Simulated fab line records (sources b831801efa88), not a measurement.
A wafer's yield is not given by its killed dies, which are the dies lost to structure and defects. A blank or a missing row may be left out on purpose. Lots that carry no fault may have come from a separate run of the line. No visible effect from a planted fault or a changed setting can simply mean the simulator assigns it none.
fab line records + flow sfqLine
[record]
- lots = 5
- wafers = 23
route steps=325 shown I6@277 M7@285 I7@304
startH: the number of hours between the record's first day and the start of the first shown wafer of the lot + waitH: time in hours since the lot's previous step + " as in the row above + L1.1+2: several wafers, shown together as one row + - no value, or no start was given + * or withheld: withheld + < > ~ a bound
route shown NAME@n: NAME is a module with steps in the file, n the number in the route of the first one + usual: mean/standard deviation of fault-free wafers + same: alike in all rows + chamber/n: place in a boat + sites: per-site readings + _std_site: standard deviation of those values + _edge_site: mean of outer sites minus mean of inner sites + radiusMm: for every site, how far away it sits from the centre of the wafer + mask NAME#n: copy n + behind: the tool/chamber that last shaped the wafer + hold: what put the lot on hold/how long, in hours/how the hold closed + device: which transistor (n, p or np) failed to switch + end of line: the route-end tests of the same wafers + where a step has no rows: the recipe by itself + killed: dies that structure and defects cost at the first sort, which is not the same as the wafer's yield + map: the dies of a wafer, with x for killed, . for not killed, _ for no die there
set.NAME: the setting that was run; set.NAME@STEP: the one run at that earlier step + model.NAME: the simulator's own value behind a step, which no gauge read
lots whose settings were changed on purpose; a table a step, a row a wafer
[[steps]]
[step SFQ_TRILAYER_I6_VIA_BARC_OPEN_VIA_ETCH_235]
[recipe]
- maskMaterial = PR
- chemistry = O2
- targetDepthNm = 125
- target = BARC
- sourceW = 500
- biasW = 80
- pressureMtorr = 30
- timeS = 41.7
| lot.wafer | tool       | chamber | startH  | waitH | set.timeS | set.sourceW@TRILAYER_C5_ETCH_VIA_ETCH_154 | set.biasV@TRILAYER_M6_DEP_PRE_CLEAN_158 | model.etch.depthNm | model.KrF_of_TRILAYER_I6_VIA_LITHO_COAT_169.thkNm |
|-----------|------------|---------|---------|-------|-----------|-------------------------------------------|-----------------------------------------|--------------------|---------------------------------------------------|
| L074.4    | rieDiel-04 | 2       | 1478.37 | 0.0   | 41.7      | 500                                       | 250                                     | 62.06              | 574.6                                             |
| L074.5    | "          | 1       | "       | "     | 41.7      | 500                                       | 250                                     | 61.91              | 574.3                                             |
| L074.6    | "          | 0       | "       | "     | 41.7      | 500                                       | 250                                     | 61.89              | 576.5                                             |
| L077.1    | rieDiel-03 | 1       | 1512.60 | 0.0   | 41.7      | 539.4                                     | 268.7                                   | -                  | 579.7                                             |
| L077.3    | "          | 2       | "       | "     | 45.87     | 539.4                                     | 268.7                                   | -                  | 573.2                                             |
| L077.4    | "          | 3       | "       | "     | 45.87     | 500                                       | 268.7                                   | -                  | 573.4                                             |
| L077.5    | "          | 2       | "       | "     | 45.87     | 539.4                                     | 250                                     | -                  | 573                                               |
| L077.6    | "          | 1       | "       | "     | 41.7      | 500                                       | 250                                     | -                  | 577.4                                             |
| L081.1    | rieDiel-02 | 3       | 1563.74 | 0.0   | 41.7      | 500                                       | 250                                     | 60.17              | 577.2                                             |
| L081.2    | "          | 2       | "       | "     | 37.33     | 469.2                                     | 250                                     | 61.89              | 582.8                                             |
| L081.3    | "          | 0       | "       | "     | 37.33     | 500                                       | 240.9                                   | -                  | 582.8                                             |
| L081.4    | "          | 1       | "       | "     | 41.7      | 469.2                                     | 240.9                                   | -                  | 575.9                                             |
| L081.6    | "          | 3       | "       | "     | 41.7      | 500                                       | 240.9                                   | 62.05              | 575.5                                             |
| L084.1    | rieDiel-03 | 1       | 1582.94 | 0.0   | 41.7      | 500                                       | 250                                     | 60.04              | 574                                               |
| L084.2    | "          | 0       | "       | "     | 37.94     | 500                                       | 260.1                                   | -                  | 576.7                                             |
| L084.3    | "          | 2       | "       | "     | 41.7      | 468.8                                     | 250                                     | -                  | 574                                               |
| L084.5    | "          | 1       | "       | "     | 37.94     | 500                                       | 260.1                                   | -                  | 576.9                                             |
| L084.6    | "          | 0       | "       | "     | 41.7      | 468.8                                     | 260.1                                   | 59.97              | 572.9                                             |
| L085.1    | rieDiel-02 | 1       | 1585.34 | 0.0   | 41.7      | 500                                       | 250                                     | 62                 | 574.1                                             |
| L085.2+5  | "          | 0,3     | "       | "     | 41.7      | 500                                       | 259.5                                   | -                  | 573.2                                             |
| L085.3    | "          | 2       | "       | "     | 41.7      | 500                                       | 250                                     | -                  | 575.5                                             |
| L085.6    | "          | 0       | "       | "     | 41.7      | 500                                       | 250                                     | 62.01              | 575.4                                             |
[step SFQ_TRILAYER_I6_VIA_ETCH_VIA_ETCH_172]
[recipe]
- target = SiO2
- stopOn = Nb
- maskMaterial = PR
- taperDeg = 20
- chemistry = CHF3
- targetDepthNm = 260
- sourceW = 500
- biasW = 80
- pressureMtorr = 30
- timeS = withheld
| lot.wafer | tool       | chamber | startH  | waitH | set.timeS@TRILAYER_I6_VIA_BARC_OPEN_VIA_ETCH_235 | model.KrF_of_TRILAYER_I6_VIA_LITHO_COAT_169.thkNm |
|-----------|------------|---------|---------|-------|--------------------------------------------------|---------------------------------------------------|
| L074.4    | rieDiel-04 | 2       | 1478.45 | 0.1   | *                                                | 529.1                                             |
| L074.5    | "          | 1       | "       | "     | *                                                | 529.4                                             |
| L074.6    | "          | 0       | "       | "     | *                                                | 532.2                                             |
| L077.1    | rieDiel-03 | 1       | 1512.64 | 0.0   | *                                                | 533.6                                             |
| L077.3    | "          | 2       | "       | "     | *                                                | 528.4                                             |
| L077.4    | "          | 3       | "       | "     | *                                                | 528.2                                             |
| L077.5    | "          | 2       | "       | "     | *                                                | 528.3                                             |
| L077.6    | "          | 1       | "       | "     | *                                                | 531.7                                             |
| L081.1    | rieDiel-02 | 3       | 1563.78 | 0.0   | *                                                | 532.6                                             |
| L081.2    | "          | 2       | "       | "     | *                                                | 538.1                                             |
| L081.3    | "          | 0       | "       | "     | *                                                | 538.6                                             |
| L081.4    | "          | 1       | "       | "     | *                                                | 530.3                                             |
| L081.6    | "          | 3       | "       | "     | *                                                | 531.2                                             |
| L084.1    | rieDiel-03 | 1       | 1582.98 | 0.0   | *                                                | 528.8                                             |
| L084.2+5  | "          | 0,1     | "       | "     | *                                                | 531.3                                             |
| L084.3    | "          | 2       | "       | "     | *                                                | 528.9                                             |
| L084.6    | "          | 0       | "       | "     | *                                                | 527.8                                             |
| L085.1    | rieDiel-02 | 1       | 1585.38 | 0.0   | *                                                | 528.3                                             |
| L085.2    | "          | 0       | "       | "     | *                                                | 529.4                                             |
| L085.3    | "          | 2       | "       | "     | *                                                | 531.2                                             |
| L085.5    | "          | 3       | "       | "     | *                                                | 528.5                                             |
| L085.6    | "          | 0       | "       | "     | *                                                | 531.4                                             |
[step SFQ_TRILAYER_M7_LITHO_COAT_182]
[recipe]
- resist = BARC
- spinRpm = 3000
- resistThkNm = 62
| lot.wafer | tool          | chamber | startH  | waitH | set.spinRpm | model.BARC_of_TRILAYER_M7_LITHO_COAT_182.thkNm |
|-----------|---------------|---------|---------|-------|-------------|------------------------------------------------|
| L074.4    | lithoTrack-02 | 0       | 1479.73 | 0.2   | 3000        | 61.66                                          |
| L074.5    | "             | 0       | "       | "     | 3000        | 61.81                                          |
| L074.6    | "             | 0       | "       | "     | 3000        | 61.77                                          |
| L077.1    | lithoTrack-03 | 0       | 1513.83 | 0.1   | 3000        | 62.12                                          |
| L077.3    | "             | 0       | "       | "     | 3000        | 62.24                                          |
| L077.4    | "             | 0       | "       | "     | 3000        | 62.09                                          |
| L077.5    | "             | 0       | "       | "     | 3000        | 61.88                                          |
| L077.6    | "             | 0       | "       | "     | 3000        | 62.28                                          |
| L081.1    | lithoTrack-03 | 0       | 1564.96 | 0.1   | 2777        | 64.44                                          |
| L081.2    | "             | 0       | "       | "     | 2777        | 64.51                                          |
| L081.3    | "             | 0       | "       | "     | 2777        | 64.29                                          |
| L081.4    | "             | 0       | "       | "     | 3000        | 61.61                                          |
| L081.6    | "             | 0       | "       | "     | 3000        | 61.65                                          |
| L084.1    | lithoTrack-04 | 0       | 1584.16 | 0.1   | 3200        | 59.77                                          |
| L084.2    | "             | 0       | "       | "     | 3000        | 61.79                                          |
| L084.3    | "             | 0       | "       | "     | 3000        | 61.73                                          |
| L084.5    | "             | 0       | "       | "     | 3200        | 59.9                                           |
| L084.6    | "             | 0       | "       | "     | 3000        | 61.85                                          |
| L085.1    | lithoTrack-02 | 0       | 1586.56 | 0.1   | 3000        | 61.63                                          |
| L085.2    | "             | 0       | "       | "     | 3000        | 61.78                                          |
| L085.3    | "             | 0       | "       | "     | 3000        | 61.69                                          |
| L085.5    | "             | 0       | "       | "     | 3000        | 61.64                                          |
| L085.6    | "             | 0       | "       | "     | 3000        | 61.7                                           |
[step SFQ_TRILAYER_M7_LITHO_COAT_177]
[recipe]
- resist = KrF
- spinRpm = 3000
- resistThkNm = 600
[step SFQ_TRILAYER_M7_LITHO_SOFTBAKE_181]
[recipe]
- tempC = withheld
- timeS = withheld
- resist = KrF
[step SFQ_TRILAYER_M7_LITHO_DEVELOP_179]
[recipe]
- timeS = 60
- resist = KrF
[step SFQ_TRILAYER_M7_BARC_OPEN_METAL_ETCH_229]
[recipe]
- maskMaterial = PR
- chemistry = O2
- targetDepthNm = 125
- target = BARC
- icpW = 600
- biasW = 80
- pressureMtorr = 10
- timeS = 41.7
| lot.wafer      | tool        | chamber   | startH  | waitH | set.spinRpm@TRILAYER_M7_LITHO_COAT_182 | model.etch.depthNm |
|----------------|-------------|-----------|---------|-------|----------------------------------------|--------------------|
| L074.4         | rieMetal-04 | 0         | 1553.13 | 0.0   | 3000                                   | 61.66              |
| L074.5         | "           | 0         | "       | "     | 3000                                   | 61.81              |
| L074.6         | "           | 1         | "       | "     | 3000                                   | 61.77              |
| L077.1+3+4+5+6 | rieMetal-03 | 0,0,1,0,1 | 1582.91 | 0.0   | 3000                                   | -                  |
| L081.1         | rieMetal-03 | 0         | 1619.59 | 0.0   | 2777                                   | 64.44              |
| L081.2         | "           | 1         | "       | "     | 2777                                   | 64.51              |
| L081.3         | "           | 0         | "       | "     | 2777                                   | -                  |
| L081.4         | "           | 1         | "       | "     | 3000                                   | -                  |
| L081.6         | "           | 1         | "       | "     | 3000                                   | 61.65              |
| L084.1         | rieMetal-02 | 1         | 1636.39 | 0.0   | 3200                                   | 59.77              |
| L084.2+3       | "           | 0         | "       | "     | 3000                                   | -                  |
| L084.5         | "           | 1         | "       | "     | 3200                                   | -                  |
| L084.6         | "           | 0         | "       | "     | 3000                                   | 61.85              |
| L085.1         | rieMetal-02 | 1         | 1638.79 | 0.0   | 3000                                   | 61.63              |
| L085.2+3+5     | "           | 0,1,1     | "       | "     | 3000                                   | -                  |
| L085.6         | "           | 0         | "       | "     | 3000                                   | 61.7               |
[step SFQ_TRILAYER_I7_VIA_LITHO_PEB_190]
[recipe]
- pebTempC = 115
- pebTimeS = 60
- resist = KrF
| lot.wafer      | tool          | chamber | startH  | waitH | set.pebTempC |
|----------------|---------------|---------|---------|-------|--------------|
| L074.4+5+6     | lithoTrack-03 | 0       | 1639.18 | 0.7   | 115          |
| L077.1+3+6     | lithoTrack-03 | 0       | 1665.32 | 1.0   | 115          |
| L077.4+5       | "             | 0       | "       | "     | 117.7        |
| L081.1+2+3+4+6 | lithoTrack-04 | 0       | 1698.37 | 1.0   | 115          |
| L084.1+6       | lithoTrack-01 | 0       | 1712.77 | 1.0   | 118.2        |
| L084.2+3+5     | "             | 0       | "       | "     | 115          |
| L085.1+6       | lithoTrack-01 | 0       | 1713.97 | 1.0   | 116.1        |
| L085.2+3+5     | "             | 0       | "       | "     | 115          |
[step SFQ_TRILAYER_I7_VIA_LITHO_DEVELOP_189]
[recipe]
- timeS = 60
- resist = KrF
[step SFQ_TRILAYER_I7_VIA_BARC_OPEN_VIA_ETCH_260]
[recipe]
- maskMaterial = PR
- chemistry = O2
- targetDepthNm = 125
- target = BARC
- sourceW = 500
- biasW = 80
- pressureMtorr = 30
- timeS = 41.7
| lot.wafer    | tool       | chamber | startH  | waitH | set.pebTempC@TRILAYER_I7_VIA_LITHO_PEB_190 | model.I7.cdNm |
|--------------|------------|---------|---------|-------|--------------------------------------------|---------------|
| L074.4+5     | rieDiel-01 | 2,3     | 1639.44 | 0.0   | 115                                        | 1001          |
| L074.6       | "          | 2       | "       | "     | 115                                        | 1003          |
| L077.1+3     | rieDiel-01 | 0,1     | 1665.66 | 0.0   | 115                                        | 1003          |
| L077.4       | "          | 3       | "       | "     | 117.7                                      | 1045          |
| L077.5       | "          | 0       | "       | "     | 117.7                                      | 1047          |
| L077.6       | "          | 1       | "       | "     | 115                                        | 1002          |
| L081.1+3+4+6 | rieDiel-01 | 1,0,2,0 | 1698.71 | 0.0   | 115                                        | 1004          |
| L081.2       | "          | 3       | "       | "     | 115                                        | 1001          |
| L084.1+6     | rieDiel-04 | 2       | 1713.11 | 0.0   | 118.2                                      | 1051          |
| L084.2       | "          | 1       | "       | "     | 115                                        | 997.3         |
| L084.3       | "          | 0       | "       | "     | 115                                        | 999.9         |
| L084.5       | "          | 1       | "       | "     | 115                                        | 997           |
| L085.1       | rieDiel-03 | 1       | 1714.31 | 0.0   | 116.1                                      | 1018          |
| L085.2       | "          | 3       | "       | "     | 115                                        | 1000          |
| L085.3       | "          | 2       | "       | "     | 115                                        | 996.8         |
| L085.5       | "          | 0       | "       | "     | 115                                        | 997.8         |
| L085.6       | "          | 3       | "       | "     | 116.1                                      | 1020          |
[[key]]
[split]
- step = SFQ_TRILAYER_I6_VIA_BARC_OPEN_VIA_ETCH_235
- setting = timeS
- stated = 41.7
- by = wafer
[response]
- step = SFQ_TRILAYER_I6_VIA_BARC_OPEN_VIA_ETCH_235
- reading = model.KrF_of_TRILAYER_I6_VIA_LITHO_COAT_169.thkNm
- change = -0.52
- per = 1%
- r = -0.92
[response]
- step = SFQ_TRILAYER_I6_VIA_ETCH_VIA_ETCH_172
- reading = model.KrF_of_TRILAYER_I6_VIA_LITHO_COAT_169.thkNm
- change = -0.485
- per = 1%
- r = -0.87
[split]
- step = SFQ_TRILAYER_M7_LITHO_COAT_182
- setting = spinRpm
- stated = 3000
- by = wafer
[response]
- step = SFQ_TRILAYER_M7_LITHO_COAT_182
- reading = model.BARC_of_TRILAYER_M7_LITHO_COAT_182.thkNm
- change = -0.338
- per = 1%
- r = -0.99
[response]
- step = SFQ_TRILAYER_M7_BARC_OPEN_METAL_ETCH_229
- reading = model.etch.depthNm
- change = -0.354
- per = 1%
- r = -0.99
[split]
- step = SFQ_TRILAYER_I7_VIA_LITHO_PEB_190
- setting = pebTempC
- stated = 115
- by = wafer
[response]
- step = SFQ_TRILAYER_I7_VIA_BARC_OPEN_VIA_ETCH_260
- reading = model.I7.cdNm
- change = +19
- per = 1%
- r = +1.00
split outsideThisFile step=SFQ_TRILAYER_C5_ETCH_VIA_ETCH_154 setting=sourceW
split outsideThisFile step=SFQ_TRILAYER_M6_DEP_PRE_CLEAN_158 setting=biasV
// split outsideThisFile: this setting was split too, and the file shows its column; the key of that split is in another file
